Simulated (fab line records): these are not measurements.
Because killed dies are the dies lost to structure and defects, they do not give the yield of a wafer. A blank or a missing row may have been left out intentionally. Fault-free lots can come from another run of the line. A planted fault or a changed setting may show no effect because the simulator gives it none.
Chamber matching | flow gf180mcu | GF_STI_CMP_25 on cmp-02: 4 sister chambers
The step polishes, stops on Si3N4, t overpolish 33 s, target thk 524.6 nm. 14 wafers are shown with their chamber, then 7 later ones without.

WAFERS PAIRED WITH THEIR CHAMBERS
wafer  | chamber | motor current A (A) | overpolish run s (s) | time to endpoint s (s)
L658.2 | 3       | 11.8                | 32.993               | 120
L658.3 | 0       | 12.8                | 33.003               | 122
L658.6 | 1       | 12.2                | 33.001               | 124
L660.2 | 0       | 13.3                | 33.006               | 121
L660.3 | 1       | 12.0                | 32.983               | 125
L660.5 | 1       | 12.3                | 33.000               | 127
L661.1 | 2       | 12.2                | 32.997               | 122
L661.2 | 1       | 12.4                | 32.998               | 122
L661.5 | 2       | 11.7                | 32.994               | 123
L662.3 | 0       | 13.4                | 33.001               | 118
L662.5 | 2       | 12.5                | 32.998               | 120
L662.6 | 3       | 11.5                | 32.986               | 129
L665.2 | 1       | 12.0                | 32.990               | 122
L665.3 | 3       | 12.3                | 33.000               | 124

SIGNATURES (averages over the wafers above)
reading            | chamber 0 | chamber 1 | chamber 2 | chamber 3 | scatter within a chamber
motor current A    | 13.167    | 12.180    | 12.133    | 11.867    | 0.314
overpolish run s   | 33.00333  | 32.99440  | 32.99633  | 32.99300  | 0.00597
time to endpoint s | 120.33    | 124.00    | 121.67    | 124.33    | 2.68
Rule: a wafer lies at a distance from a chamber equal to the root of the sum of squares, over the readings, of (its reading less the chamber's mean, divided by the reading's scatter). The wafer belongs to the nearest chamber; if the next one is less than 2 further off, it can't be placed. The scatter: take each reading less its chamber's mean, square it, sum over the shown wafers, divide by the number of wafers less the number of chambers, and take the root.

WAFERS WITHOUT THEIR CHAMBER
wafer  | motor current A (A) | overpolish run s (s) | time to endpoint s (s)
L665.6 | 12.8                | 32.991               | 123
L669.1 | 12.7                | 33.001               | 117
L669.2 | 12.0                | 32.993               | 118
L669.3 | 12.7                | 32.992               | 117
L674.2 | 12.1                | 33.000               | 113
L674.3 | 13.5                | 32.997               | 119
L674.4 | 11.9                | 32.990               | 119

CHAMBER TAKEN BY EACH
wafer  | from the rows above               | in truth
L665.6 | can't be placed: 1 or 2 or 0 or 3 | 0
L669.1 | can't be placed: 0 or 2 or 1      | 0
L669.2 | can't be placed: 2 or 1 or 3      | 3
L669.3 | can't be placed: 2 or 0 or 1 or 3 | 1
L674.2 | can't be placed: 2 or 1 or 0 or 3 | 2
L674.3 | 0                                 | 0
L674.4 | can't be placed: 2 or 3 or 1      | 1
Placed correctly: 1 of 7. Unplaceable from these rows: 6, with the true chamber sitting among the candidates in 6. 0 placed wrongly.
